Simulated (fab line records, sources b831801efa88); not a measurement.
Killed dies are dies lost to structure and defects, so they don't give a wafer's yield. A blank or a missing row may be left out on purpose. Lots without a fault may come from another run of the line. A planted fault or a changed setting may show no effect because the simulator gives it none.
Chamber matching | flow sfq_line | SFQ_TRILAYER_I0_CMP_CMP_028 on cmp-01: 4 sister chambers
The step polishes SiO2. 8 wafers are shown with their chamber, then 7 later ones without.

WAFERS WITH THEIR CHAMBER
wafer  | chamber | motor_current_A (A) | platen_rpm (rpm)
L412.4 | 1       | 10.4                | 59.97
L424.3 | 3       | 12.4                | 60.07
L424.6 | 0       | 8.5                 | 59.98
L425.1 | 2       | 8.0                 | 59.98
L425.5 | 1       | 10.0                | 60.00
L425.6 | 0       | 8.5                 | 59.94
L426.1 | 3       | 12.3                | 59.99
L426.3 | 2       | 8.3                 | 59.98

WAFERS WITHOUT THEIR CHAMBER
wafer  | motor_current_A (A) | platen_rpm (rpm)
L426.6 | 8.7                 | 59.95
L430.1 | 8.2                 | 59.97
L430.4 | 9.6                 | 60.04
L430.5 | 8.0                 | 60.02
L434.2 | 12.9                | 59.96
L434.5 | 10.6                | 60.02
L434.6 | 8.0                 | 59.99

WHICH CHAMBER EACH WENT THROUGH
wafer  | from the rows above     | in truth
L426.6 | 0                       | 0
L430.1 | can't be placed: 2 or 0 | 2
L430.4 | 1                       | 1
L430.5 | can't be placed: 2 or 0 | 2
L434.2 | 3                       | 3
L434.5 | 1                       | 1
L434.6 | 2                       | 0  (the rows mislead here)
Placed correctly: 4 of 7. Can't be placed from these rows: 2 (the true chamber is among the candidates in 2). Placed wrongly: 1.
How it was worked out, from the rows above alone: a wafer's distance from a chamber is the root of the sum, over the readings, of the square of ((its reading less the chamber's mean) divided by the reading's scatter). The wafer belongs to the nearest chamber; if the next one is less than 2 further off, it can't be placed. A chamber's mean is the mean of its shown wafers. The scatter: the root of (the sum of the squares of (reading less its chamber's mean) over the shown wafers, divided by (wafers less chambers)).
